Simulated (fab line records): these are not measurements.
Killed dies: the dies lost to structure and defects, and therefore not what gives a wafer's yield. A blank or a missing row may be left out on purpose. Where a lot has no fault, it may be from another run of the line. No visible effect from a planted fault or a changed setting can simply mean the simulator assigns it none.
A lot that was struck, set against a sound lot / flow gf180mcu / 27 steps out of a route of 602
Sound: these wafers, L654.2, L654.3, L654.5. Wafers struck: L669.2, L669.5, L669.6. The cause comes at the end.
Order at every step that has rows: each side's tool, ch and its chambers, its first start. Under that, the readings that differ: sound wafers / struck wafers / difference of the means / sigmas: that difference in standard deviations of wafers without a fault.
alike: readings whose means differ by less than 2 such deviations, and words and numbers that are the same on both sides. not compared: withheld readings, readings that some wafer has no value for, bounds like >300 that may hide the same value, and numbers for which the record gives no deviation and whose values overlap.
The two part at a step that has a row with sigmas, a row that says differs or no value, or rows on one side only. Numbers that have no deviation but don't overlap get no sigmas and don't part them. Lack of a reading on every wafer of one side parts them only where that side has two or more wafers.

first, 2 steps without rows for these wafers: GF_V3_ETCH_16 (etches BARC in N2/H2); GF_V3_ETCH_17 (etches SiO2 in C4F8/O2/Ar, stops on TiN, target depth 635 nm).
GF_V3_STRIP_18: strips in O2/N2.
  sound on plasma-asher-01 ch 0,1, day 23 07:34; struck on plasma-asher-01 ch 0,1, day 28 01:19
  alike: drypump-motor-current-A, heater-power-w, oes-product-au
  not compared: rf-hours-counter-h
then, 3 steps without rows for these wafers: GF_V3_STRIP_19 (strips in post etch residue remover, time 1200 s); GF_V3_CLEAN_20 (cleans in DIW); GF_V3_SPUTTER_21 (material Ti, target thk 15 nm, time 80.02 s).
GF_V3_SPUTTER_22: material TiN, target thk 10 nm, time 40 s.
  sound on pvd-sputter-01 at day 23 08:12; struck on pvd-sputter-02 at day 28 01:55
reading=chamber-pressure-pa (Pa); sound=4.953 4.990 5.010; struck=5.021 4.999 5.010; difference=+0.026; sigmas=+2
  alike: cathode-dc-power-W, throttle-valve-pct
then, 1 step without rows for these wafers: GF_V3_CVD_23 (deposits W, target thk 350 nm, time 104.9 s).
GF_V3_RS_MEAS_24: the measuring method here is four-point-probe.
  sound on film-metro-03 at day 23 08:22; struck on film-metro-01 at day 28 02:05
  alike: V3_W_RS
GF_V3_THK_MEAS_25: measures by xrf.
  sound on film-metro-03 at day 23 08:29; struck on film-metro-01 at day 28 02:12
  alike: V3_W_THK
then, 1 step without rows for these wafers: GF_V3_CMP_26 (polishes, stops on SiO2, t overpolish 15 s, target thk 0 nm).
GF_M4_SPUTTER_00: material Ti, target thk 37.5 nm, time 150 s.
  sound on pvd-sputter-02 at day 23 08:50; struck on pvd-sputter-03 at day 28 02:33
  alike: cathode-dc-power-W, chamber-pressure-pa, throttle-valve-pct
GF_M4_SPUTTER_01: material TiN, target thk 30 nm, time 25 s.
  sound on pvd-sputter-02 at day 23 08:56; struck on pvd-sputter-03 at day 28 02:39
  no value came back on the struck wafers for cathode-dc-power-W (W), chamber-pressure-pa (Pa), throttle-valve-pct (%); on the sound wafers cathode-dc-power-W (W) reads 6499.9 6498.0 6499.5
then, 1 step without rows for these wafers: GF_M4_SPUTTER_02 (material AlCu, target thk 450 nm, time 23.9 s).
GF_M4_SPUTTER_03: material Ti, target thk 10 nm, time 6.7 s.
  sound on pvd-sputter-02 at day 23 08:59; struck on pvd-sputter-03 at day 28 02:43
reading=cathode-dc-power-W (W); sound=3000.6 3000.7 3000.3; struck=2999.6 2999.3 2998.9; difference=-1.3; sigmas=-2
  alike: chamber-pressure-pa, throttle-valve-pct
then, 8 steps without rows for these wafers: GF_M4_SPUTTER_04 (material TiN, target thk 50 nm, time 41.7 s); GF_M4_DEHYDRATE_07 (time 60 s); GF_M4_HMDS_08 (prime time 60 s); GF_M4_COAT_09 (resist thk 1000 nm); GF_M4_SOFTBAKE_10 (time 60 s); GF_M4_EXPOSE_11 (exposes mask Metal4, target cd 280 nm); GF_M4_PEB_12 (peb time 90 s); GF_M4_DEVELOP_13 (develop time 60 s).
GF_M4_CD_MEAS_14: target cd 280 nm.
  sound on cd-sem-01 at day 24 07:19; struck on cd-sem-01 at day 28 22:37
  alike: cd-nm
GF_M4_OVL_MEAS_15:
  sound on overlay-01 at day 24 07:25; struck on overlay-02 at day 28 22:43
  alike: M4_OVL
GF_M4_METAL_ETCH_16: etches the open film in Cl2/BCl3, stops on SiO2, target depth 627.5 nm, time 104.6 s.
  sound on rie-metal-03 ch 0,1, day 24 07:27; struck on rie-metal-01 ch 0,1, day 28 22:45
reading=oes-product-au (a.u.); sound=0.974 0.970 0.971; struck=0.949 0.937 0.947; difference=-0.027; sigmas=-4
reading=throttle-valve-pct (%); sound=28.259 28.239 28.249; struck=28.278 28.280 28.273; difference=+0.028; sigmas=+3
  alike: drypump-motor-current-A, he-backside-leak-sccm
  not compared: rf-hours-counter-h
GF_M4_STRIP_17: strips in O2/N2.
  sound on plasma-asher-03 ch 0,1, day 24 07:34; struck on plasma-asher-03 ch 0,1, day 28 22:52
reading=oes-product-au (a.u.); sound=0.556 0.556 0.553; struck=0.567 0.567 0.563; difference=+0.011; sigmas=+2
  alike: drypump-motor-current-A, heater-power-w, strip-time-to-endpoint-s
  not compared: rf-hours-counter-h

WHERE THEY PART
Earliest at GF_V3_SPUTTER_22; latest, in this record, at GF_M4_STRIP_17.

WHY: the cause the simulator had injected
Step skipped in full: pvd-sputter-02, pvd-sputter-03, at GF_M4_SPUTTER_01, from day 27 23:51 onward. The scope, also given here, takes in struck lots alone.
